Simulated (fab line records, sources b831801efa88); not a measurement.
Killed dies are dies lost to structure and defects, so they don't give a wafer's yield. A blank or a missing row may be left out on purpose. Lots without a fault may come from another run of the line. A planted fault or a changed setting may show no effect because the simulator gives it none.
Problem report in the 8D (eight disciplines) form, filled by code | flow sky130 | the parts of the form that need people (team, actions taken, sign-off) are left out

1. THE PROBLEM
developer_temp_C at SKY_GATE_OXIDE_DEVELOP_09 reads a mean of 22.13 C on 6 wafers of 2 lots; wafers without a fault read 23.01 C with a standard deviation of 0.096. That is -9.1 standard deviations from the usual mean.
The step: develop time 60 s.
First seen on wafer L151.1, day 19 07:28, on litho_track-03. The record holds 36 wafers of 12 lots with a number at this step. Rule for "out", or "out of limits": more than 4 standard deviations from the usual mean. The other wafers with a number count as sound.

2. WHAT IT IS AND WHAT IT IS NOT
question                    | is                     | is not
which readings at this step | developer_temp_C       | chill_plate_temp_C, resist_line_temp_C
which lots                  | L151, L153             | L136, L137, L138, L139, L140, L141, L142, L155, L157, L158
which wafers of those lots  | all that have a number | -
read on which tools         | litho_track-03         | litho_track-01, litho_track-04
when                        | from day 19 07:28      | up to then (21 sound wafers); but 9 sound wafers of L155, L157, L158 came after

3. SUSPECTS, AND WHAT RULES EACH OUT
Counting: a tool at a process step up to the reading stays a suspect if it ran every lot that is out and no sound lot after the first of them.
- litho_track-03 at SKY_GATE_OXIDE_DEVELOP_09 (develop time 60 s): kept. It ran every lot that is out, first L151 (day 19 07:28), and no sound lot after that; its last sound lot up to then is L141 (day 16 02:08). Its own readings are out on those wafers: developer_temp_C.
Left after counting: litho_track-03 at SKY_GATE_OXIDE_DEVELOP_09.

4. THE CAUSE (what the simulator had put in)
Process parameter drift: litho_track-03, from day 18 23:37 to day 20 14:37, at SKY_GATE_OXIDE_DEVELOP_09. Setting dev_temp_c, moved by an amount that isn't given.
Counting left only this tool.

5. THE CHAIN OF EFFECTS, in route order
Each row: a reading whose mean over the struck wafers that have a number lies more than 3 standard deviations from the usual. Only readings for which the record gives a usual standard deviation are gone through. hours: the time from each lot's start at the first step in this table that gives one to its start at this step, as a median over the lots. sigmas: the change in usual standard deviations.
hours | step                      | reading          | usual   | on struck wafers | change | sigmas
0     | SKY_GATE_OXIDE_DEVELOP_09 | developer_temp_C | 23.01 C | 22.13            | -0.88  | -9.1
The process steps in it:
- SKY_GATE_OXIDE_DEVELOP_09: develop time 60 s.

6. WHAT WOULD HAVE CAUGHT IT SOONER
In this record the first reading out of limits was taken at day 19 07:28, 8 hours after the fault began at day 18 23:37.
